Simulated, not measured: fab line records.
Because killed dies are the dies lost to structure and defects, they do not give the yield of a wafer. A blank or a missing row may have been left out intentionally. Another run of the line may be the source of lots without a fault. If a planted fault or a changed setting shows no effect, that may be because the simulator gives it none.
Split-lot study | flow gf180mcu | 23 wafers read across 5 lots, on a route 602 steps long

## THE SPLIT ITSELF
At GF_V3_EXPOSE_11 (exposes mask Via3, target cd 260 nm), the setting dose_mj was moved away from the recipe's 38 on 9 of the 23 wafers read, by -5.9% to +6.6%. For the rest of the wafers, this setting stayed at what the recipe calls for.

## FROM THE SPLIT TO THE READING: what the file shows between them, 2 steps
- GF_V3_PEB_12: peb time 90 s
- GF_V3_DEVELOP_13: develop time 60 s

## THE READING
cd_nm, in nm, at GF_V3_CD_MEAS_14 (target cd 260 nm). Fault-free wafers of this fab line usually give 259.7 nm, standard deviation 1.1 nm.

wafer  | tool, chamber at the split | dose_mj as run | against the recipe | cd_nm, nm | against lot-mates on the recipe
L076.2 | krf_scanner-01, 0          | 38             | recipe             | 259.0     | -
L076.3 | krf_scanner-01, 0          | 38             | recipe             | 258.0     | -
L076.4 | krf_scanner-01, 0          | 38             | recipe             | 259.4     | -
L077.1 | krf_scanner-02, 0          | 38             | recipe             | 258.8     | -
L077.2 | krf_scanner-02, 0          | 38             | recipe             | 259.2     | -
L077.3 | krf_scanner-02, 0          | 39.5           | +3.9%              | 263.1     | +4.1
L077.4 | krf_scanner-02, 0          | 39.5           | +3.9%              | 264.8     | +5.8
L077.5 | krf_scanner-02, 0          | 39.5           | +3.9%              | 264.4     | +5.4
L080.1 | krf_scanner-01, 0          | 35.77          | -5.9%              | 251.3     | -8.9
L080.2 | krf_scanner-01, 0          | 38             | recipe             | 260.0     | -
L080.3 | krf_scanner-01, 0          | 38             | recipe             | 260.5     | -
L080.4 | krf_scanner-01, 0          | 35.77          | -5.9%              | 250.3     | -9.9
L080.6 | krf_scanner-01, 0          | 38             | recipe             | 260.1     | -
L082.1 | krf_scanner-02, 0          | 38             | recipe             | 259.0     | -
L082.2 | krf_scanner-02, 0          | 38             | recipe             | 259.3     | -
L082.3 | krf_scanner-02, 0          | 38.96          | +2.5%              | 263.7     | +5.1
L082.4 | krf_scanner-02, 0          | 38             | recipe             | 257.4     | -
L082.6 | krf_scanner-02, 0          | 38.96          | +2.5%              | 262.1     | +3.5
L083.2 | krf_scanner-02, 0          | 40.5           | +6.6%              | 268.2     | +9.7
L083.3 | krf_scanner-02, 0          | 38             | recipe             | 258.3     | -
L083.4 | krf_scanner-02, 0          | 38             | recipe             | 257.8     | -
L083.5 | krf_scanner-02, 0          | 40.5           | +6.6%              | 267.9     | +9.4
L083.6 | krf_scanner-02, 0          | 38             | recipe             | 259.3     | -

FIT RESULTS
A straight line over all 23 wafers: cd_nm changes by +1.38 nm for each +1% of dose_mj; r = +0.98; the points scatter about the line by 0.83 nm.
The same after taking each lot's own level away (the mean of its wafers on the recipe; 23 wafers): +1.49 nm for each +1%; r = +0.99; scatter 0.72 nm.
The reading moves by 9.8 nm for the largest change in dose_mj, on that fit.
Across the lots, their own levels run from 258.47 to 260.20 nm, a range of 1.6 times the standard deviation given above.
The two slopes are in agreement: the lot-to-lot level therefore moves the slope only a little.
Check: with one of the wafers moved furthest among these (+6.6%) left out of the fit, the line predicts +9.69 nm for it against its lot-mates. Against them it came out at +9.73 nm.

## THE OTHER SPLITS THESE WAFERS WENT THROUGH
Before the reading, these wafers also passed through other splits. Each is held against what the fit with the lots' levels taken away leaves over:
other split on the same wafers  | wafers away from the commonest value | r with cd_nm (lot level and that fit taken away)
GF_V2_PEB_12 peb_time_s         | 10                                   | +0.10
GF_V2_ETCH_17 source_w          | 9                                    | -0.09
GF_M3_SPUTTER_04 time_s         | 6                                    | +0.09
GF_M3_EXPOSE_11 dose_mj         | 7                                    | -0.36
GF_M3_DEVELOP_13 develop_time_s | 11                                   | -0.19
GF_V3_CVD_02 time_s             | 10                                   | -0.03

## THE WHOLE CHAIN: every reading that the file lists as answering this split, in the file's order
step             | what it does                                                 | reading                                                   | change (the file's fit)              | r (the file's)
GF_V3_CD_MEAS_14 | target cd 260 nm                                             | cd_nm                                                     | +1.5 nm for each +1% of the setting  | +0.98
GF_V3_ETCH_16    | etches BARC in N2/H2                                         | V3.cd_nm (the simulator's own value, which no gauge read) | +1.52 nm for each +1% of the setting | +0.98
GF_V3_ETCH_17    | etches SiO2 in C4F8/O2/Ar, stops on TiN, target depth 635 nm | V3.cd_nm (the simulator's own value, which no gauge read) | +1.58 nm for each +1% of the setting | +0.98

## THE FILE'S OWN FIT
cd_nm changes by +1.5 nm for each +1% of dose_mj, r = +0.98.
